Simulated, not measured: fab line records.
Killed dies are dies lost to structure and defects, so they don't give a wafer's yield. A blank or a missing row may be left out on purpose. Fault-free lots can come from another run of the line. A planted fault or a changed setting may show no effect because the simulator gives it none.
The tool behind it: which one? | flow sky130 | Sampling: 13 lots, 39 wafers, 3 of 708 route steps

## WHAT EACH GAUGE READ, for each wafer
SKY_VT_ADJUST_HVTR_CD_MEAS_07: the cd target is 380 nm. Usual: cd-nm reads 378.9 nm (standard deviation 2.3).
lot  | measured     | on        | cd-nm (nm)        | flag
L454 | day 9 13:35  | cd-sem-01 | 381.1 383.2 383.6 |
L456 | day 10 05:56 | cd-sem-01 | 378.8 380.2 381.8 |
L457 | day 10 11:52 | cd-sem-02 | 381.9 379.4 381.8 |
L458 | day 10 16:52 | cd-sem-02 | 379.8 379.1 378.9 |
L461 | day 11 19:58 | cd-sem-02 | 377.9 380.1 377.8 |
L462 | day 11 22:15 | cd-sem-02 | 375.6 377.5 378.4 |
L466 | day 13 00:36 | cd-sem-02 | 381.1 381.3 383.3 |
L467 | day 13 07:44 | cd-sem-01 | 373.9 372.1 376.5 |
L468 | day 13 16:41 | cd-sem-02 | 379.4 375.7 380.3 |
L470 | day 14 13:05 | cd-sem-02 | 381.1 381.0 383.0 |
L475 | day 15 19:31 | cd-sem-01 | 380.2 380.8 380.4 |
L476 | day 16 10:42 | cd-sem-02 | 377.5 378.2 377.0 |
L477 | day 16 14:53 | cd-sem-01 | 377.0 379.7 378.5 |

SKY_SONOS_ONO_CD_MEAS_13: the cd target is 410 nm. Usual: cd-nm reads 409.7 nm (standard deviation 2.3).
lot  | measured     | on        | cd-nm (nm)        | flag
L454 | day 12 20:41 | cd-sem-01 | 410.1 411.0 411.5 |
L456 | day 13 09:53 | cd-sem-02 | 413.3 413.9 412.4 |
L457 | day 13 17:21 | cd-sem-01 | 409.1 412.1 409.5 |
L458 | day 13 22:41 | cd-sem-01 | 411.5 408.1 413.6 |
L461 | day 15 05:20 | cd-sem-02 | 411.3 408.6 408.9 |
L462 | day 15 09:55 | cd-sem-02 | 410.2 408.5 409.1 |
L466 | day 16 16:12 | cd-sem-01 | 409.4 410.0 408.5 |
L467 | day 16 21:53 | cd-sem-01 | 409.2 409.4 409.3 |
L468 | day 17 09:47 | cd-sem-01 | 411.2 411.4 411.2 |
L470 | day 18 08:08 | cd-sem-01 | 411.3 411.0 412.6 |
L475 | day 19 21:08 | cd-sem-02 | 409.2 409.7 410.2 |
L476 | day 20 10:39 | cd-sem-02 | 409.8 407.6 408.1 |
L477 | day 20 15:41 | cd-sem-02 | 405.5 407.0 406.7 |

## WHICH TOOL RAN EACH LOT (tool, then ch and the chambers of the sampled wafers, then the start)
lot  | SKY_VT_ADJUST_NCORE_STRIP_10
L454 | plasma-asher-03 ch 0, day 8 16:32
L456 | plasma-asher-04 ch 0,1, day 9 09:45
L457 | plasma-asher-03 ch 0, day 9 14:47
L458 | plasma-asher-01 ch 0,1, day 9 20:14
L461 | plasma-asher-04 ch 0,1, day 10 20:46
L462 | plasma-asher-04 ch 0,1, day 10 23:08
L466 | plasma-asher-04 ch 0,1, day 11 23:32
L467 | plasma-asher-04 ch 0,1, day 12 06:59
L468 | plasma-asher-01 ch 0,1, day 12 15:26
L470 | plasma-asher-01 ch 0, day 13 11:50
L475 | plasma-asher-03 ch 0,1, day 14 16:58
L476 | plasma-asher-03 ch 0,1, day 15 07:08
L477 | plasma-asher-01 ch 0,1, day 15 11:14
- SKY_VT_ADJUST_NCORE_STRIP_10: strips in O2/N2.

## AS READ BY THE TOOLS THEMSELVES (means over the sampled wafers that have a number; for cases with no such wafer, the mark the record gives instead)
SKY_VT_ADJUST_NCORE_STRIP_10. Usual: drypump-motor-current-A 6.0 A, standard deviation 0.49; o2-flow-sccm 3000 sccm, standard deviation 9.1; oes-product-au 0.715 a.u., standard deviation 0.0045; strip-time-to-endpoint-s 14.17 s, standard deviation 0.044.
lot  | tool            | drypump-motor-current-A (A) | o2-flow-sccm (sccm) | oes-product-au (a.u.) | strip-time-to-endpoint-s (s) | flag
L454 | plasma-asher-03 | 5.2                         | 3009                | 0.714                 | 14.26                        |
L456 | plasma-asher-04 | 6.5                         | 2995                | 0.715                 | 14.16                        |
L457 | plasma-asher-03 | 5.2                         | 2985                | 0.714                 | 14.08                        |
L458 | plasma-asher-01 | 5.9                         | 2993                | 0.715                 | 14.17                        |
L461 | plasma-asher-04 | 6.5                         | 3006                | 0.716                 | 14.21                        |
L462 | plasma-asher-04 | 6.5                         | 2994                | 0.716                 | 14.12                        |
L466 | plasma-asher-04 | 6.5                         | 3010                | 0.717                 | 14.15                        |
L467 | plasma-asher-04 | 6.4                         | 3005                | 0.717                 | 14.19                        |
L468 | plasma-asher-01 | 5.7                         | 3002                | 0.712                 | 14.11                        |
L470 | plasma-asher-01 | 5.5                         | 3002                | 0.718                 | 14.16                        |
L475 | plasma-asher-03 | 5.6                         | 2997                | 0.713                 | 14.21                        |
L476 | plasma-asher-03 | 5.6                         | 2999                | 0.716                 | 14.13                        |
L477 | plasma-asher-01 | 5.9                         | 3000                | 0.713                 | 14.18                        |

## THE ANSWER, worked out from the rows above alone
Rule: take the mean of a lot's wafers that have a number; if it is more than 3 standard deviations from the usual mean, the lot is off. A lot without any number at a reading at which 4 lots or more have one is off too. All remaining lots with rows at the step are treated as sound. The gauges are gone through in route order, then the tools' own readings, and for those a lot's mean is taken as printed above. The first step at which some lot is off is used, and at that step the reading that is off furthest; a lot without a number counts as furthest.
No lot is off at any reading shown: from this, nothing can be told.

## WHAT THE SIMULATOR HAD INSERTED
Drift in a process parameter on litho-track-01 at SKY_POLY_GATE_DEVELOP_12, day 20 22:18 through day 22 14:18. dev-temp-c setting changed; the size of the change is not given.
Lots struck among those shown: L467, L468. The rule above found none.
